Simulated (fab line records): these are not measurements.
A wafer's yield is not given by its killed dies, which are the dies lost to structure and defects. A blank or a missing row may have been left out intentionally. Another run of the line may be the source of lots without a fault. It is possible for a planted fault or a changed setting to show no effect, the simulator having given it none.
fab line records	flow gf180mcu
[record] lots = 24	wafers = 72	last-day = 34
route steps=602 shown V2@385 M3@409 V3@446
lots with no fault: from the same line, run without faults
start-h: hours from the record's opening day to when the first of the lot's shown wafers began	wait-h: time in hours since the lot's previous step	" identical to the entry in the row above	L1.1+2: a single row standing in for several wafers	- no value, or no start given	* or withheld: withheld	< > ~ a bound
route shown NAME@n: names a module that has steps shown in the file, with the first one's number in the route	usual: mean/standard deviation taken from wafers without a fault	same: alike in all rows	chamber/n: place in a boat	sites: the reading at each site	_std_site: their standard deviation	_edge_site: mean of outer sites minus mean of inner sites	radius-mm: for every site, how far away it sits from the centre of the wafer	mask NAME#n: copy n	behind: tool/chamber where the wafer was last shaped	hold: what put the lot on hold/how long, in hours/how the hold closed	device: the transistor (n, p or np) that didn't switch	end of line: the same wafers' tests at the end of the route	where a step has no rows: the recipe by itself	killed: not the wafer's yield, but the dies lost to structure and defects at the first sort	map: a wafer's dies, marking killed ones x, the rest . and places with no die _
set.NAME: setting as actually run; set.NAME@STEP: the setting as run at that earlier step	model.NAME: the simulator's own value behind a step, which no gauge read
route steps across a sampled set of lots; one table per step, one row per wafer
services: the hour from which a tool's chamber was out of use, counted from the record's first day as start-h (under 0 if before that day), plus the number of hours and why
[[steps]]
[step GF_V2_THK_MEAS_03]
[recipe] reads = SiO2_of_V2_CVD_02
[usual] V2_CVD_02_THK = 849/11
lot.wafer	tool	chamber	start-h	wait-h	V2_CVD_02_THK[nm]
L074.3	film-metro-02	-	435.48	0.1	849
L074.4	"	-	"	"	853
L074.6	"	-	"	"	855
L075.3	film-metro-04	-	447.68	0.1	847
L075.4	"	-	"	"	838
L075.5	"	-	"	"	842
L076.1	film-metro-04	-	455.52	0.0	861
L076.3	"	-	"	"	852
L076.4	"	-	"	"	870
L077.1	film-metro-03	-	465.26	0.0	845
L077.3	"	-	"	"	848
L077.6	"	-	"	"	861
L078.2	film-metro-03	-	486.47	0.0	842
L078.3	"	-	"	"	831
L078.4	"	-	"	"	845
L079.3	film-metro-02	-	492.64	0.1	849
L079.5	"	-	"	"	842
L079.6	"	-	"	"	859
L080.1	film-metro-03	-	505.39	0.0	850
L080.2	"	-	"	"	837
L080.3	"	-	"	"	848
L081.3	film-metro-03	-	513.26	0.1	861
L081.4	"	-	"	"	858
L081.6	"	-	"	"	858
L082.1	film-metro-03	-	515.47	0.1	836
L082.2	"	-	"	"	837
L082.3	"	-	"	"	862
L083.3	film-metro-04	-	523.50	0.1	842
L083.5	"	-	"	"	857
L083.6	"	-	"	"	843
L084.4	film-metro-04	-	529.69	0.0	847
L084.5	"	-	"	"	843
L084.6	"	-	"	"	852
L085.1	film-metro-03	-	543.41	0.0	860
L085.4	"	-	"	"	872
L085.6	"	-	"	"	863
L086.1	film-metro-04	-	549.15	0.0	830
L086.4	"	-	"	"	864
L086.5	"	-	"	"	852
L087.2	film-metro-02	-	556.09	0.0	831
L087.3	"	-	"	"	843
L087.6	"	-	"	"	859
L088.3	film-metro-03	-	568.14	0.1	855
L088.4	"	-	"	"	864
L088.6	"	-	"	"	865
L089.2	film-metro-03	-	581.36	0.0	848
L089.5	"	-	"	"	862
L089.6	"	-	"	"	863
L090.1	film-metro-03	-	581.83	0.0	843
L090.2	"	-	"	"	837
L090.5	"	-	"	"	859
L091.4	film-metro-04	-	588.25	0.0	853
L091.5	"	-	"	"	850
L091.6	"	-	"	"	840
L092.1	film-metro-04	-	594.10	0.0	847
L092.2	"	-	"	"	846
L092.5	"	-	"	"	855
L093.3	film-metro-03	-	602.92	0.1	859
L093.4	"	-	"	"	869
L093.6	"	-	"	"	866
L094.3	film-metro-03	-	607.23	0.1	845
L094.4	"	-	"	"	839
L094.5	"	-	"	"	843
L095.2	film-metro-03	-	613.46	0.0	832
L095.3	"	-	"	"	830
L095.4	"	-	"	"	841
L096.2	film-metro-04	-	618.35	0.1	836
L096.3	"	-	"	"	855
L096.4	"	-	"	"	847
L097.1	film-metro-03	-	625.66	0.1	834
L097.2	"	-	"	"	841
L097.6	"	-	"	"	851
[step GF_V2_CVD_23]
[recipe] material = W	target-thk-nm = 350	time-s = 104.94	temp-c = 400	pressure-torr = 40
[usual] chamber-pressure-Torr = 39.99/0.085	heater-power-w = 867/36
lot.wafer	tool	chamber	start-h	wait-h	chamber-pressure-Torr	heater-power-w
L074.3	cvd-w-01	0	460.59	0.1	40.01	810
L074.4	"	1	"	"	39.94	819
L074.6	"	1	"	"	39.89	792
L075.3	cvd-w-02	0	472.84	0.1	39.91	862
L075.4	"	1	"	"	40.07	891
L075.5	"	1	"	"	40.00	913
L076.1	cvd-w-01	0	481.46	0.0	40.13	802
L076.3	"	0	"	"	39.96	818
L076.4	"	1	"	"	39.99	814
L077.1	cvd-w-01	1	490.54	0.0	40.11	813
L077.3	"	0	"	"	40.05	818
L077.6	"	1	"	"	40.08	804
L078.2	cvd-w-01	0	511.59	0.0	40.14	818
L078.3	"	0	"	"	40.15	836
L078.4	"	1	"	"	39.86	841
L079.3	cvd-w-01	1	517.55	0.1	40.01	848
L079.5	"	0	"	"	39.88	840
L079.6	"	1	"	"	40.06	833
L080.1	cvd-w-02	0	529.99	0.0	39.92	859
L080.2	"	1	"	"	40.18	916
L080.3	"	1	"	"	40.05	918
L081.3	cvd-w-02	1	538.70	0.1	39.97	891
L081.4	"	0	"	"	40.00	862
L081.6	"	1	"	"	40.07	905
L082.1	cvd-w-02	1	539.78	0.0	40.02	893
L082.2	"	0	"	"	39.94	885
L082.3	"	0	"	"	40.02	886
L083.3	cvd-w-01	1	547.53	0.1	40.11	838
L083.5	"	0	"	"	40.12	832
L083.6	"	1	"	"	40.04	814
L084.4	cvd-w-02	0	555.28	0.1	39.95	872
L084.5	"	0	"	"	40.01	904
L084.6	"	0	"	"	40.02	876
L085.1	cvd-w-02	0	566.65	0.0	39.93	885
L085.4	"	0	"	"	39.92	898
L085.6	"	0	"	"	39.97	863
L086.1	cvd-w-02	0	573.25	0.0	40.03	890
L086.4	"	1	"	"	39.98	920
L086.5	"	1	"	"	40.03	900
L087.2	cvd-w-02	1	579.07	0.0	40.03	892
L087.3	"	0	"	"	39.89	882
L087.6	"	1	"	"	39.97	899
L088.3	cvd-w-02	0	590.81	0.1	39.96	861
L088.4	"	1	"	"	39.94	937
L088.6	"	1	"	"	40.02	880
L089.2	cvd-w-02	1	604.41	0.0	39.93	906
L089.5	"	1	"	"	39.92	924
L089.6	"	0	"	"	39.99	882
L090.1	cvd-w-02	1	604.76	0.0	39.96	898
L090.2	"	0	"	"	40.20	871
L090.5	"	1	"	"	40.00	903
L091.4	cvd-w-02	1	610.51	0.1	39.98	923
L091.5	"	0	"	"	39.82	867
L091.6	"	1	"	"	40.09	903
L092.1	cvd-w-02	0	616.80	0.0	39.87	868
L092.2	"	1	"	"	39.89	886
L092.5	"	1	"	"	40.09	906
L093.3	cvd-w-02	0	625.22	0.1	40.04	870
L093.4	"	1	"	"	39.93	891
L093.6	"	1	"	"	40.08	911
L094.3	cvd-w-02	0	628.96	0.1	40.00	853
L094.4	"	1	"	"	40.09	927
L094.5	"	1	"	"	40.17	898
L095.2	cvd-w-01	0	635.32	0.0	39.98	840
L095.3	"	0	"	"	39.93	831
L095.4	"	1	"	"	40.04	844
L096.2	cvd-w-01	1	640.04	0.0	40.07	826
L096.3	"	1	"	"	39.96	831
L096.4	"	0	"	"	40.19	810
L097.1	cvd-w-02	1	646.83	0.0	40.19	892
L097.2	"	0	"	"	39.99	880
L097.6	"	1	"	"	40.17	908
[step GF_M3_SPUTTER_00]
[recipe] material = Ti	target-thk-nm = 37.5	arriving-ion-energy-ev = 80	substrate-temp-c = 200	chamber-pressure-pa = 2	power-w = 4000	time-s = 150
[usual] throttle-valve-pct = 29.9/0.75
lot.wafer	tool	chamber	start-h	wait-h	throttle-valve-pct
L074.3	pvd-sputter-03	-	461.15	0.2	30.7
L074.4	"	-	"	"	29.7
L074.6	"	-	"	"	30.5
L075.3	pvd-sputter-01	-	473.39	0.1	30.7
L075.4	"	-	"	"	29.2
L075.5	"	-	"	"	30.8
L076.1	pvd-sputter-02	-	482.05	0.1	29.5
L076.3	"	-	"	"	28.8
L076.4	"	-	"	"	29.6
L077.1	pvd-sputter-01	-	491.17	0.1	30.3
L077.3	"	-	"	"	29.3
L077.6	"	-	"	"	29.3
L078.2	pvd-sputter-02	-	512.21	0.3	30.7
L078.3	"	-	"	"	29.9
L078.4	"	-	"	"	29.8
L079.3	pvd-sputter-02	-	518.11	0.1	30.7
L079.5	"	-	"	"	29.5
L079.6	"	-	"	"	30.5
L080.1	pvd-sputter-02	-	530.58	0.2	29.0
L080.2	"	-	"	"	30.7
L080.3	"	-	"	"	29.6
L081.3	pvd-sputter-01	-	539.25	0.2	30.7
L081.4	"	-	"	"	31.0
L081.6	"	-	"	"	29.3
L082.1	pvd-sputter-01	-	540.38	0.1	30.4
L082.2	"	-	"	"	30.7
L082.3	"	-	"	"	29.1
L083.3	pvd-sputter-03	-	548.09	0.2	29.4
L083.5	"	-	"	"	30.6
L083.6	"	-	"	"	29.5
L084.4	pvd-sputter-01	-	555.87	0.1	30.4
L084.5	"	-	"	"	30.6
L084.6	"	-	"	"	30.6
L085.1	pvd-sputter-01	-	567.36	0.1	31.3
L085.4	"	-	"	"	30.4
L085.6	"	-	"	"	30.5
L086.1	pvd-sputter-02	-	573.84	0.1	29.4
L086.4	"	-	"	"	29.4
L086.5	"	-	"	"	29.7
L087.2	pvd-sputter-02	-	579.67	0.2	28.8
L087.3	"	-	"	"	29.6
L087.6	"	-	"	"	30.9
L088.3	pvd-sputter-02	-	591.36	0.2	29.5
L088.4	"	-	"	"	29.0
L088.6	"	-	"	"	29.3
L089.2	pvd-sputter-01	-	605.24	0.1	30.5
L089.5	"	-	"	"	30.7
L089.6	"	-	"	"	30.8
L090.1	pvd-sputter-03	-	605.84	0.1	30.6
L090.2	"	-	"	"	29.6
L090.5	"	-	"	"	28.8
L091.4	pvd-sputter-02	-	611.07	0.1	29.0
L091.5	"	-	"	"	29.9
L091.6	"	-	"	"	28.7
L092.1	pvd-sputter-01	-	617.45	0.2	30.2
L092.2	"	-	"	"	30.5
L092.5	"	-	"	"	30.9
L093.3	pvd-sputter-02	-	625.77	0.2	29.3
L093.4	"	-	"	"	30.7
L093.6	"	-	"	"	28.6
L094.3	pvd-sputter-03	-	629.51	0.2	28.8
L094.4	"	-	"	"	30.7
L094.5	"	-	"	"	30.7
L095.2	pvd-sputter-03	-	635.91	0.2	30.6
L095.3	"	-	"	"	29.8
L095.4	"	-	"	"	30.8
L096.2	pvd-sputter-02	-	640.63	0.1	30.9
L096.3	"	-	"	"	29.5
L096.4	"	-	"	"	29.7
L097.1	pvd-sputter-02	-	647.42	0.1	29.6
L097.2	"	-	"	"	29.7
L097.6	"	-	"	"	29.6
[step GF_M3_SPUTTER_01]
[recipe] material = TiN	target-thk-nm = 30	power-w = 6500	time-s = 25	chamber-pressure-pa = 0.4
[usual] throttle-valve-pct = 30.0/0.75
lot.wafer	tool	chamber	start-h	wait-h	throttle-valve-pct
L074.3	pvd-sputter-03	-	461.25	0.1	30.6
L074.4	"	-	"	"	29.7
L074.6	"	-	"	"	30.5
L075.3	pvd-sputter-01	-	473.49	0.1	30.8
L075.4	"	-	"	"	29.3
L075.5	"	-	"	"	30.6
L076.1	pvd-sputter-02	-	482.15	0.1	29.5
L076.3	"	-	"	"	28.9
L076.4	"	-	"	"	29.8
L077.1	pvd-sputter-01	-	491.27	0.1	30.5
L077.3	"	-	"	"	29.3
L077.6	"	-	"	"	29.2
L078.2	pvd-sputter-02	-	512.31	0.1	30.7
L078.3	"	-	"	"	29.5
L078.4	"	-	"	"	29.6
L079.3	pvd-sputter-02	-	518.21	0.1	30.7
L079.5	"	-	"	"	29.6
L079.6	"	-	"	"	31.1
L080.1	pvd-sputter-02	-	530.68	0.1	29.0
L080.2	"	-	"	"	30.7
L080.3	"	-	"	"	29.3
L081.3	pvd-sputter-01	-	539.35	0.1	30.5
L081.4	"	-	"	"	31.0
L081.6	"	-	"	"	29.2
L082.1	pvd-sputter-01	-	540.48	0.1	30.5
L082.2	"	-	"	"	30.5
L082.3	"	-	"	"	29.2
L083.3	pvd-sputter-03	-	548.19	0.1	29.5
L083.5	"	-	"	"	30.7
L083.6	"	-	"	"	29.9
L084.4	pvd-sputter-01	-	555.97	0.1	30.4
L084.5	"	-	"	"	31.0
L084.6	"	-	"	"	30.6
L085.1	pvd-sputter-01	-	567.46	0.1	31.1
L085.4	"	-	"	"	30.7
L085.6	"	-	"	"	30.4
L086.1	pvd-sputter-02	-	573.94	0.1	29.8
L086.4	"	-	"	"	29.6
L086.5	"	-	"	"	29.7
L087.2	pvd-sputter-02	-	579.77	0.1	28.9
L087.3	"	-	"	"	29.5
L087.6	"	-	"	"	30.7
L088.3	pvd-sputter-02	-	591.46	0.1	29.5
L088.4	"	-	"	"	28.9
L088.6	"	-	"	"	29.6
L089.2	pvd-sputter-01	-	605.34	0.1	30.6
L089.5	"	-	"	"	30.5
L089.6	"	-	"	"	30.6
L090.1	pvd-sputter-03	-	605.94	0.1	30.5
L090.2	"	-	"	"	29.7
L090.5	"	-	"	"	29.1
L091.4	pvd-sputter-02	-	611.17	0.1	29.2
L091.5	"	-	"	"	29.6
L091.6	"	-	"	"	28.8
L092.1	pvd-sputter-01	-	617.55	0.1	30.5
L092.2	"	-	"	"	30.6
L092.5	"	-	"	"	30.9
L093.3	pvd-sputter-02	-	625.87	0.1	29.5
L093.4	"	-	"	"	30.7
L093.6	"	-	"	"	28.9
L094.3	pvd-sputter-03	-	629.61	0.1	28.7
L094.4	"	-	"	"	30.9
L094.5	"	-	"	"	30.7
L095.2	pvd-sputter-03	-	636.01	0.1	30.4
L095.3	"	-	"	"	29.6
L095.4	"	-	"	"	30.9
L096.2	pvd-sputter-02	-	640.73	0.1	30.7
L096.3	"	-	"	"	29.7
L096.4	"	-	"	"	29.8
L097.1	pvd-sputter-02	-	647.52	0.1	29.6
L097.2	"	-	"	"	29.6
L097.6	"	-	"	"	29.4
[step GF_V3_ETCH_17]
[recipe] chemistry = C4F8/O2/Ar	mask-material = KrF	target = SiO2	stop-on = TiN	source-w = 1500	bias-w = 1200	pressure-mtorr = 40	c4f8-flow-sccm = withheld	O2_flow_sccm = 6	Ar_flow_sccm = 300	time-s = withheld	target-depth-a = 6350
[usual] bias-w = 1200/3.9	oes-product-au = 0.856/0.005
lot.wafer	tool	chamber	start-h	wait-h	bias-w	oes-product-au
L074.3	rie-diel-04	0	-	-	1198	0.856
L074.4	"	2	"	"	1200	0.857
L074.6	"	1	"	"	1200	0.854
L075.3	rie-diel-01	0	-	-	1207	0.859
L075.4	"	2	"	"	1195	0.857
L075.5	"	1	"	"	1198	0.851
L076.1	rie-diel-01	3	-	-	1201	0.858
L076.3	"	2	"	"	1196	0.848
L076.4	"	0	"	"	1199	0.852
L077.1	rie-diel-02	1	-	-	1190	0.860
L077.3	"	2	"	"	1199	0.852
L077.6	"	1	"	"	1192	0.854
L078.2	rie-diel-01	3	-	-	1206	0.842
L078.3	"	1	"	"	1197	0.852
L078.4	"	0	"	"	1198	0.853
L079.3	rie-diel-01	0	-	-	1199	0.857
L079.5	"	2	"	"	1198	0.857
L079.6	"	3	"	"	1196	0.865
L080.1	rie-diel-02	2	-	-	1199	0.857
L080.2	"	3	"	"	1197	0.854
L080.3	"	0	"	"	1201	0.850
L081.3	rie-diel-02	2	-	-	1201	0.866
L081.4	"	3	"	"	1210	0.867
L081.6	"	2	"	"	1199	0.856
L082.1	rie-diel-01	1	-	-	1201	0.856
L082.2	"	3	"	"	1203	0.859
L082.3	"	0	"	"	1208	0.856
L083.3	rie-diel-01	3	-	-	1200	0.875
L083.5	"	3	"	"	1201	0.855
L083.6	"	0	"	"	1198	0.856
L084.4	rie-diel-02	2	-	-	1203	0.847
L084.5	"	0	"	"	1202	0.856
L084.6	"	1	"	"	1195	0.861
L085.1	rie-diel-02	2	-	-	1196	0.859
L085.4	"	1	"	"	1202	0.860
L085.6	"	0	"	"	1199	0.849
L086.1	rie-diel-02	2	-	-	1200	0.852
L086.4	"	3	"	"	1200	0.855
L086.5	"	2	"	"	1199	0.862
L087.2	rie-diel-02	0	-	-	1203	0.861
L087.3	"	1	"	"	1205	0.851
L087.6	"	2	"	"	1194	0.863
L088.3	rie-diel-02	3	-	-	1199	0.854
L088.4	"	1	"	"	1203	0.850
L088.6	"	2	"	"	1201	0.847
L089.2	rie-diel-02	2	-	-	1201	0.849
L089.5	"	1	"	"	1207	0.868
L089.6	"	0	"	"	1197	0.858
L090.1	rie-diel-01	0	-	-	1201	0.859
L090.2	"	1	"	"	1197	0.856
L090.5	"	0	"	"	1203	0.858
L091.4	rie-diel-01	0	-	-	1198	0.855
L091.5	"	1	"	"	1198	0.850
L091.6	"	2	"	"	1200	0.848
L092.1	rie-diel-01	2	-	-	1202	0.849
L092.2	"	1	"	"	1199	0.867
L092.5	"	1	"	"	1198	0.864
L093.3	rie-diel-02	1	-	-	1200	0.860
L093.4	"	0	"	"	1197	0.858
L093.6	"	1	"	"	1206	0.858
L094.3	rie-diel-04	1	-	-	1197	0.859
L094.4	"	2	"	"	1207	0.858
L094.5	"	0	"	"	1201	0.849
L095.2	rie-diel-04	0	-	-	1207	0.854
L095.3	"	2	"	"	1211	0.855
L095.4	"	3	"	"	1196	0.856
L096.2	rie-diel-01	2	-	-	1202	0.851
L096.3	"	1	"	"	1204	0.859
L096.4	"	3	"	"	1196	0.860
L097.1	rie-diel-04	0	-	-	1202	0.854
L097.2	"	2	"	"	1200	0.854
L097.6	"	0	"	"	1199	0.860
[step GF_V3_SPUTTER_21]
[recipe] material = Ti	target-thk-nm = 15	chamber-pressure-pa = 5	power-w = 2500	substrate-temp-c = 200	time-s = 80.02
[usual] throttle-valve-pct = 30.3/0.8
lot.wafer	tool	chamber	start-h	wait-h	throttle-valve-pct
L074.3	pvd-sputter-01	-	510.60	0.0	30.4
L074.4	"	-	"	"	29.3
L074.6	"	-	"	"	30.6
L075.3	pvd-sputter-01	-	523.64	0.0	30.4
L075.4	"	-	"	"	31.0
L075.5	"	-	"	"	29.4
L076.1	pvd-sputter-01	-	531.97	0.0	30.1
L076.3	"	-	"	"	30.6
L076.4	"	-	"	"	29.1
L077.1	pvd-sputter-04	-	540.52	0.0	31.8
L077.3	"	-	"	"	30.8
L077.6	"	-	"	"	29.7
L078.2	pvd-sputter-04	-	560.40	0.0	30.6
L078.3	"	-	"	"	29.6
L078.4	"	-	"	"	31.6
L079.3	pvd-sputter-01	-	565.71	0.0	30.5
L079.5	"	-	"	"	31.2
L079.6	"	-	"	"	29.2
L080.1	pvd-sputter-01	-	581.51	0.0	30.3
L080.2	"	-	"	"	29.1
L080.3	"	-	"	"	30.6
L081.3	pvd-sputter-01	-	585.24	0.0	29.4
L081.4	"	-	"	"	31.2
L081.6	"	-	"	"	29.2
L082.1	pvd-sputter-01	-	587.41	0.0	30.9
L082.2	"	-	"	"	30.9
L082.3	"	-	"	"	30.6
L083.3	pvd-sputter-01	-	594.28	0.0	29.5
L083.5	"	-	"	"	29.4
L083.6	"	-	"	"	31.0
L084.4	pvd-sputter-02	-	600.22	0.0	29.6
L084.5	"	-	"	"	29.5
L084.6	"	-	"	"	30.0
L085.1	pvd-sputter-04	-	613.06	0.0	29.8
L085.4	"	-	"	"	31.6
L085.6	"	-	"	"	31.8
L086.1	pvd-sputter-02	-	618.88	0.0	29.8
L086.4	"	-	"	"	28.7
L086.5	"	-	"	"	29.8
L087.2	pvd-sputter-02	-	623.17	0.0	30.7
L087.3	"	-	"	"	29.6
L087.6	"	-	"	"	31.0
L088.3	pvd-sputter-04	-	635.85	0.0	30.8
L088.4	"	-	"	"	29.5
L088.6	"	-	"	"	30.7
L089.2	pvd-sputter-04	-	648.09	0.0	29.7
L089.5	"	-	"	"	31.0
L089.6	"	-	"	"	31.7
L090.1	pvd-sputter-01	-	648.53	0.0	29.4
L090.2	"	-	"	"	30.8
L090.5	"	-	"	"	29.4
L091.4	pvd-sputter-01	-	653.65	0.0	29.2
L091.5	"	-	"	"	30.7
L091.6	"	-	"	"	30.4
L092.1	pvd-sputter-04	-	659.85	0.0	29.7
L092.2	"	-	"	"	29.7
L092.5	"	-	"	"	32.0
L093.3	pvd-sputter-04	-	667.47	0.0	31.6
L093.4	"	-	"	"	30.7
L093.6	"	-	"	"	29.8
L094.3	pvd-sputter-01	-	671.61	0.0	30.9
L094.4	"	-	"	"	31.2
L094.5	"	-	"	"	30.8
L095.2	pvd-sputter-04	-	677.43	0.0	29.6
L095.3	"	-	"	"	31.6
L095.4	"	-	"	"	30.6
L096.2	pvd-sputter-01	-	682.12	0.0	29.0
L096.3	"	-	"	"	31.0
L096.4	"	-	"	"	31.1
L097.1	pvd-sputter-01	-	687.67	0.0	30.5
L097.2	"	-	"	"	29.6
L097.6	"	-	"	"	30.6
[[services]]
tool	chamber	start-h	hours	kind
rie-diel-01	1	443.51	5.6	repair
rie-diel-04	1	446.93	3.7	repair
rie-diel-01	3	448.27	5.2	repair
cvd-w-01	-	450.81	1.6	repair
rie-diel-04	3	467.00	6.6	repair
rie-diel-04	-	477.45	10.0	pm
pvd-sputter-02	-	497.27	4.7	repair
pvd-sputter-03	-	524.32	4.7	repair
pvd-sputter-01	-	533.30	1.1	repair
pvd-sputter-02	3	549.19	-	consumable-replace:kit
pvd-sputter-02	3	549.19	18.0	scheduled-down
cvd-w-02	1	552.45	15.6	repair
cvd-w-02	-	565.36	0.4	repair
cvd-w-01	0	569.39	19.5	repair
rie-diel-04	0	583.91	4.0	repair
rie-diel-01	1	589.00	1.5	repair
rie-diel-04	-	590.98	76.0	repair
cvd-w-01	-	600.69	6.9	pm
cvd-w-02	-	608.89	0.8	repair
pvd-sputter-02	-	617.38	1.4	repair
cvd-w-02	-	661.95	2.8	pm
pvd-sputter-01	3	677.22	-	consumable-replace:kit
pvd-sputter-01	3	677.22	18.0	scheduled-down
pvd-sputter-01	3	677.22	18.0	vent-cycle
[[key]]
fault none
